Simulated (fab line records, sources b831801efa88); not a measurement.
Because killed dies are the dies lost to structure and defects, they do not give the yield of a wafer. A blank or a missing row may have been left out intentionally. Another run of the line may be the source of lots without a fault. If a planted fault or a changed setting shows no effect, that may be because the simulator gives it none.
Comparing a struck lot with a sound one + flow sky130 + 29 out of 708 route steps
Sound: the wafers L820.1, L820.2, L820.3. The struck wafers were L807.3, L807.5, L807.6. The cause comes at the end.
Order at every step that has rows: each side's tool, ch and its chambers, its first start. Under that, the readings that differ: sound wafers + struck wafers + difference of the means + sigmas: that difference in standard deviations of wafers without a fault.
alike: readings with means less than 2 such deviations apart, plus words and numbers identical on both sides. not compared: withheld readings, readings lacking a value on some wafer, bounds such as >300 that could conceal the same value, and numbers that have no deviation in the record and whose values overlap.
A row with sigmas, a row that says differs or no value, or rows on one side alone: a step with any of these is where the two part. Numbers that have no deviation but don't overlap get no sigmas and don't part them. Lack of a reading on every wafer of one side parts them only where that side has two or more wafers.

SKY_POLY_GATE_CD_MEAS_13: the cd target is 150 nm.
  sound on cd sem-01, day 22 18:56; struck on cd sem-02, day 18 04:08
  alike: cd nm
SKY_POLY_GATE_OVL_MEAS_14:
  sound on overlay-01, day 22 19:04; struck on overlay-01, day 18 04:13
  alike: POLY_GATE_OVL
SKY_POLY_GATE_ETCH_15: etches BARC in N2/H2, stops on SiO2, time 118.5 s, target depth 110 nm.
  sound on rie diel-03 ch 0,1,2, day 22 19:05; struck on rie diel-04 ch 0,2,3, day 18 04:14
  alike: chamber pressure mTorr, drypump motor current A, oes product au, throttle valve pct
  not compared: rf hours counter h
SKY_POLY_GATE_ETCH_16: etches Si3N4 in CH3F/O2, stops on poly-Si, time 147.5 s, target depth 75 nm.
  sound on rie diel-03 ch 0,1,2, day 22 19:10; struck on rie diel-04 ch 0,2,3, day 18 04:19
  alike: chamber pressure mTorr, drypump motor current A, oes product au, throttle valve pct
  not compared: rf hours counter h
SKY_POLY_GATE_ETCH_17: etches poly-Si in HBr/Cl2, stops on SiO2, target depth 180 nm, time 70.5 s.
  sound on rie si-02 ch 1,2,3, day 22 19:16; struck on rie si-02 ch 1,2,3, day 18 04:25
  alike: chamber pressure mTorr, drypump motor current A, oes product au, throttle valve pct
  not compared: rf hours counter h
SKY_POLY_GATE_STRIP_18: strips in O2/N2.
  sound on plasma asher-04 ch 0,1, day 22 19:20; struck on plasma asher-03 ch 0,1, day 18 04:31
  alike: chamber pressure mTorr, drypump motor current A, oes product au, strip time to endpoint s
  not compared: rf hours counter h
then, 2 steps without rows for these wafers: SKY_POLY_GATE_CLEAN_19 (cleans in SC1/SC2, time 150 s); SKY_POLY_GATE_OXIDATION_20 (stabilise 600 s, purge 300 s, target thk 4 nm).
SKY_POLY_GATE_THK_MEAS_21:
  sound on film metro-01, day 22 20:44; struck on film metro-01, day 18 06:05
  alike: POLY_GATE_OXIDATION_THK
SKY_POLY_GATE_CD_MEAS_22:
  sound on cd sem-02, day 22 20:47; struck on cd sem-01, day 18 06:11
  alike: cd nm
then, 2 steps without rows for these wafers: SKY_LDD_N_DEHYDRATE_00 (time 60 s); SKY_LDD_N_HMDS_01 (prime time 60 s).
SKY_LDD_N_COAT_02: resist thk 300 nm.
  sound on litho track-02 ch 0, day 23 11:38; struck on litho track-02 ch 0, day 18 20:44
| reading                                    | sound                | struck               | difference | sigmas |
|--------------------------------------------|----------------------|----------------------|------------|--------|
| spin speed rpm (rpm)                       | 3001.6 3000.4 2999.2 | 2929.6 2931.2 2932.7 | -69.2      | -38    |
| model.NOVOLAK_of_LDD_N_COAT_02.thk nm (nm) | 301.2 302.1 300.1    | 304.7 304.7 304.7    | +3.6       |        |
then, 3 steps without rows for these wafers: SKY_LDD_N_SOFTBAKE_03 (time 60 s); SKY_LDD_N_EXPOSE_04 (exposes mask NTM, target cd 840 nm); SKY_LDD_N_PEB_05.
SKY_LDD_N_DEVELOP_06: develop time 60 s.
  sound on litho track-02 ch 0, day 24 02:41; struck on litho track-04 ch 0, day 19 12:17
| reading                                    | sound             | struck            | difference | sigmas |
|--------------------------------------------|-------------------|-------------------|------------|--------|
| model.NOVOLAK_of_LDD_N_COAT_02.thk nm (nm) | 301.7 302.5 300.6 | 305.2 305.2 305.2 | +3.6       |        |
SKY_LDD_N_OVL_MEAS_07:
  sound on overlay-01, day 24 02:50; struck on overlay-02, day 19 12:23
  alike: LDD_N_OVL
then, 8 steps without rows for these wafers: SKY_LDD_N_IMPLANT_08; SKY_LDD_N_IMPLANT_09; SKY_LDD_N_IMPLANT_10; SKY_LDD_N_IMPLANT_11; SKY_LDD_N_IMPLANT_12; SKY_LDD_N_IMPLANT_13; SKY_LDD_N_IMPLANT_14; SKY_LDD_N_IMPLANT_15.
SKY_LDD_N_STRIP_16: strips in O2/N2.
  sound on plasma asher-01 ch 0,1, day 24 04:04; struck on plasma asher-03 ch 0,1, day 19 13:39
| reading                      | sound             | struck            | difference | sigmas |
|------------------------------|-------------------|-------------------|------------|--------|
| strip time to endpoint s (s) | 4.351 4.351 4.323 | 4.394 4.387 4.392 | +0.049     | +3     |
  alike: chamber pressure mTorr, drypump motor current A, oes product au
  not compared: rf hours counter h
SKY_LDD_N_TW_MEAS_17:
  sound on film metro-03, day 24 04:10; struck on film metro-04, day 19 13:44
  alike: LDD_N_TW
SKY_PAD_OPEN_PROBE_99:
  sound wafers here have rows in the record (prober-02, day 49 20:27); struck ones have none

== WHERE THEY PART ==
Last at SKY_PAD_OPEN_PROBE_99 as far as this record goes, first at SKY_LDD_N_COAT_02.

WHY: whatever the simulator had introduced
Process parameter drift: litho track-02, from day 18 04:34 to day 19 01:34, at SKY_LDD_N_COAT_02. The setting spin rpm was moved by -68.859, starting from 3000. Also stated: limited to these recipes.
